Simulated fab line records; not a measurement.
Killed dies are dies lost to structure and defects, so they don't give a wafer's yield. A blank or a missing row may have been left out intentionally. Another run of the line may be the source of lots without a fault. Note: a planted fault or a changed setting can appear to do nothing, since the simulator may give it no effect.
Chamber matching | flow gf180mcu | GF_SAB_CVD_00 on pecvd-01 has 3 sister chambers
The step deposits SiO2 from TEOS, target thk 50 nm, time 4.9302 s. 3 wafers are shown with their chamber, then 8 later ones without.

== WAFERS WITH THEIR CHAMBER ==
wafer  | chamber | heater-power-outer-w (W)
L315.4 | 2       | 259
L315.5 | 0       | 397
L316.2 | 1       | 411

== WAFERS WHOSE CHAMBER IS MISSING ==
wafer  | heater-power-outer-w (W)
L316.3 | 309
L316.5 | 417
L324.3 | 352
L324.4 | 445
L324.6 | 393
L327.2 | 360
L327.5 | 366
L327.6 | 378

== WHICH CHAMBER EACH WENT THROUGH ==
wafer  | from the rows above          | in truth
L316.3 | can't be placed: 2 or 0 or 1 | 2
L316.5 | can't be placed: 1 or 0      | 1
L324.3 | can't be placed: 0 or 1 or 2 | 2
L324.4 | can't be placed: 1 or 0      | 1
L324.6 | can't be placed: 0 or 1      | 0
L327.2 | can't be placed: 0 or 1 or 2 | 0
L327.5 | can't be placed: 0 or 1      | 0
L327.6 | can't be placed: 0 or 1      | 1
0 of 8 placed correctly. Can't be placed from these rows: 8 (the true chamber is among the candidates in 8). 0 placed wrongly.
How it was worked out, from the rows above alone: a wafer's distance from a chamber is the root of the sum, over the readings, of the square of ((its reading less the chamber's mean) divided by the reading's scatter). If the next closest chamber is less than 2 further off than the closest, the wafer can't be placed; otherwise it belongs to the closest. Each chamber's mean is taken over the wafers shown for it. The scatter: root of mean squared gap, hidden wafer to nearest shown wafer, with one shown wafer a chamber.
